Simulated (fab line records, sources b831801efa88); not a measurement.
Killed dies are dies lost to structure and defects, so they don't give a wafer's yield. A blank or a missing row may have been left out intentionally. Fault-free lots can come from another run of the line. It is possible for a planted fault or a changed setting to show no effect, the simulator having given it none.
Which of the tools did it? + flow sky130 + 14 lots with 42 wafers sampled at 2 steps, on a route of 708 steps

WHAT THE GAUGES SHOWED, per wafer
SKY_VT_ADJUST_LVTN_OVL_MEAS_18. Usual: VT_ADJUST_LVTN_01_OVL gives -0.3 nm (standard deviation 1.7).
| lot  | measured     | on         | VT_ADJUST_LVTN_01_OVL (nm) | flag |
|------|--------------|------------|----------------------------|------|
| L462 | day 7 20:23  | overlay-01 | -1.4 0.7 1.1               |      |
| L463 | day 8 02:05  | overlay-02 | 0.6 1.3 0.1                |      |
| L465 | day 8 16:15  | overlay-02 | 1.6 -0.6 -0.4              |      |
| L466 | day 9 00:02  | overlay-02 | 1.7 -0.2 3.0               |      |
| L470 | day 10 19:48 | overlay-02 | -0.1 0.5 0.5               |      |
| L476 | day 12 01:26 | overlay-02 | -1.1 -1.4 1.0              |      |
| L477 | day 12 01:44 | overlay-01 | -2.5 -3.5 -1.7             |      |
| L478 | day 12 10:50 | overlay-01 | -0.7 0.6 -0.5              |      |
| L479 | day 12 15:04 | overlay-01 | -2.1 -2.8 -5.1             |      |
| L480 | day 12 21:55 | overlay-01 | -0.6 0.9 0.1               |      |
| L481 | day 13 02:33 | overlay-01 | -1.2 1.0 -3.2              |      |
| L482 | day 13 16:02 | overlay-02 | 1.6 0.7 -0.2               |      |
| L483 | day 14 00:40 | overlay-01 | 0.0 0.2 -0.6               |      |
| L485 | day 14 11:50 | overlay-02 | -0.9 -1.7 1.0              |      |

SKY_SONOS_ONO_CD_MEAS_13: target cd 410 nm. Usual: cd nm 410 nm, standard deviation 3.1.
| lot  | measured     | on        | cd nm (nm)  | flag |
|------|--------------|-----------|-------------|------|
| L462 | day 12 20:30 | cd sem-02 | 408 409 409 |      |
| L463 | day 13 04:51 | cd sem-01 | 407 406 407 |      |
| L465 | day 13 22:12 | cd sem-02 | 411 411 412 |      |
| L466 | day 14 07:59 | cd sem-01 | 413 412 411 |      |
| L470 | day 16 14:24 | cd sem-01 | 408 408 410 |      |
| L476 | day 18 00:01 | cd sem-01 | 408 409 408 |      |
| L477 | day 18 03:34 | cd sem-01 | 410 409 409 |      |
| L478 | day 18 13:01 | cd sem-02 | 409 411 410 |      |
| L479 | day 18 20:01 | cd sem-02 | 408 408 406 |      |
| L480 | day 19 03:55 | cd sem-02 | 405 406 405 |      |
| L481 | day 19 08:17 | cd sem-02 | 408 410 410 |      |
| L482 | day 20 00:12 | cd sem-02 | 407 406 405 |      |
| L483 | day 20 08:32 | cd sem-01 | 413 413 415 |      |
| L485 | day 20 21:24 | cd sem-02 | 405 411 409 |      |

EACH LOT AND THE TOOL THAT RAN IT (in order: tool; ch and the chambers of the sampled wafers; start)
The record holds no process step before these readings.

WHAT THE TOOLS THEMSELVES READ (means of the sampled wafers that have a number; where no wafer has one, the mark that the record gives instead)
The record holds no such reading with a usual standard deviation.

THE ANSWER, worked out from the rows above alone
Rule: lot off if the mean of its wafers having a number is beyond 3 standard deviations from the usual mean. Also off: a lot with no number at a reading for which 4 or more lots have one. The other lots that the step has rows for count as sound. After the gauges, taken in route order, come the tools' own readings; for these a lot's mean is taken, as printed above. At the first step where some lot is off, the reading lying furthest off is the one used; lots without a number count as furthest.
No lot is off at any reading shown: from this, nothing can be told.

WHAT WAS PUT IN BY THE SIMULATOR
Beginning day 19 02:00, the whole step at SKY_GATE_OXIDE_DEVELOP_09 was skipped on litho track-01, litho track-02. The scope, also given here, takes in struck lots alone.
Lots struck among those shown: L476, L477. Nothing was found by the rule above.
